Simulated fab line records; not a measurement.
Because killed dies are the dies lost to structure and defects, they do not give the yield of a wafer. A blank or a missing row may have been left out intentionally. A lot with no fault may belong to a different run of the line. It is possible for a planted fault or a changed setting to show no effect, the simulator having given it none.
Which of the tools did it? ; flow gf180mcu ; 13 lots, 39 wafers sampled, at 4 steps of a route of 602

== WHAT EACH GAUGE READ, for each wafer ==
GF_M2_RS_MEAS_05: measures by four-point-probe.
lot;measured;on;M2_ALCU_RS (ohm/sq)
L158;day 18 07:44;film_metro-04;0.0704 0.0709 0.0709
L159;day 18 18:31;film_metro-04;0.0703 0.0700 0.0694
L160;day 18 23:46;film_metro-04;0.0690 0.0696 0.0692
L161;day 19 13:43;film_metro-04;0.0695 0.0684 0.0696
L162;day 19 18:52;film_metro-04;0.0702 0.0696 0.0688
L163;day 19 23:51;film_metro-02;0.0684 0.0698 0.0682
L167;day 21 14:01;film_metro-04;0.0710 0.0702 0.0692
L168;day 22 05:32;film_metro-04;0.0691 0.0687 0.0679
L176;day 25 04:52;film_metro-04;0.0676 0.0687 0.0690
L177;day 25 12:19;film_metro-04;0.0686 0.0694 0.0697
L178;day 25 15:01;film_metro-03;0.0693 0.0695 0.0688
L179;day 25 23:02;film_metro-04;0.0693 0.0701 0.0693
L181;day 26 07:49;film_metro-04;0.0691 0.0685 0.0693

GF_M2_CD_MEAS_14: target cd 280 nm.
lot;measured;on;cd_nm (nm)
L158;day 19 07:32;cd_sem-01;280.3 279.3 279.5
L159;day 19 18:57;cd_sem-02;280.1 279.9 279.8
L160;day 19 23:55;cd_sem-01;280.0 279.0 279.8
L161;day 20 13:35;cd_sem-02;281.3 281.1 279.0
L162;day 20 18:47;cd_sem-02;277.6 278.9 280.1
L163;day 20 23:52;cd_sem-02;279.6 278.8 279.0
L167;day 22 12:55;cd_sem-01;274.4 275.2 275.7
L168;day 23 04:20;cd_sem-02;277.2 275.2 274.9
L176;day 26 01:56;cd_sem-01;278.6 279.1 279.4
L177;day 26 09:33;cd_sem-01;281.2 282.3 281.4
L178;day 26 12:34;cd_sem-02;280.2 279.5 280.8
L179;day 26 19:45;cd_sem-01;280.0 280.1 279.9
L181;day 27 04:06;cd_sem-02;281.3 280.3 279.5

GF_M2_OVL_MEAS_15.
lot;measured;on;M2_OVL (nm)
L158;day 19 07:39;overlay-02;4 1 1
L159;day 19 19:04;overlay-02;-1 -10 -5
L160;day 20 00:01;overlay-01;-3 -3 -4
L161;day 20 13:42;overlay-01;-10 -10 -3
L162;day 20 18:54;overlay-02;-14 -5 -9
L163;day 20 23:59;overlay-02;5 2 -2
L167;day 22 13:02;overlay-01;-4 -5 -6
L168;day 23 04:26;overlay-01;-3 -2 2
L176;day 26 02:03;overlay-02;1 -4 0
L177;day 26 09:40;overlay-02;2 8 2
L178;day 26 12:40;overlay-02;-3 3 3
L179;day 26 19:52;overlay-02;1 0 -9
L181;day 27 04:13;overlay-01;7 5 11

== TOOL THAT RAN EACH LOT (tool first, then ch and the chambers of the sampled wafers, then the start) ==
lot;GF_M2_PEB_12
L158;litho_track-02 ch 0, day 19 07:11
L159;litho_track-04 ch 0, day 19 18:37
L160;litho_track-04 ch 0, day 19 23:36
L161;litho_track-02 ch 0, day 20 13:14
L162;litho_track-04 ch 0, day 20 18:26
L163;litho_track-01 ch 0, day 20 23:32
L167;litho_track-01 ch 0, day 22 12:35
L168;litho_track-01 ch 0, day 23 04:01
L176;litho_track-04 ch 0, day 26 01:35
L177;litho_track-02 ch 0, day 26 09:13
L178;litho_track-04 ch 0, day 26 12:14
L179;litho_track-01 ch 0, day 26 19:24
L181;litho_track-02 ch 0, day 27 03:46
- GF_M2_PEB_12: peb time 90 s.

== AS READ BY THE TOOLS THEMSELVES (means over the sampled wafers that have a number; for cases with no such wafer, the mark the record gives instead) ==
GF_M2_PEB_12.
lot;tool;resist_line_temp_C (C)
L158;litho_track-02;23.04
L159;litho_track-04;23.12
L160;litho_track-04;22.97
L161;litho_track-02;22.91
L162;litho_track-04;22.81
L163;litho_track-01;23.06
L167;litho_track-01;22.90
L168;litho_track-01;23.08
L176;litho_track-04;23.01
L177;litho_track-02;23.15
L178;litho_track-04;22.87
L179;litho_track-01;22.96
L181;litho_track-02;22.92

== THE ANSWER, worked out from the rows above alone ==
Rule: usual is defined by the lots themselves. Put in order of their means at a reading, lots are off if they are a third of the lots or fewer, leave a main group of 4 or more, and stand apart from it by a gap of 3 or more times the standard deviation of the main group's means; of several such gaps the widest counts. The tables above print the reading to a certain number of digits; a main group whose means all agree to those digits is not used. A lot without any number at a reading at which 4 lots or more have one is off too. Any other lot the step has rows for is counted as sound. First the gauges in route order, then the tools' own readings, where a lot's mean is used as printed above. At the first step where some lot is off, the reading lying furthest off is the one used; lots without a number count as furthest.
Off: L167, L168, at GF_M2_CD_MEAS_14 (cd_nm). Mean 279.9 nm and standard deviation 0.75 in the main group.
If a tool, at a process step before that reading, ran all the lots that are off and no sound lot after the first of them, it fits. Those tools and the gauges at GF_M2_CD_MEAS_14 are tried in the same way. No candidate that was tried fits.

== WHAT THE SIMULATOR HAD PUT IN ==
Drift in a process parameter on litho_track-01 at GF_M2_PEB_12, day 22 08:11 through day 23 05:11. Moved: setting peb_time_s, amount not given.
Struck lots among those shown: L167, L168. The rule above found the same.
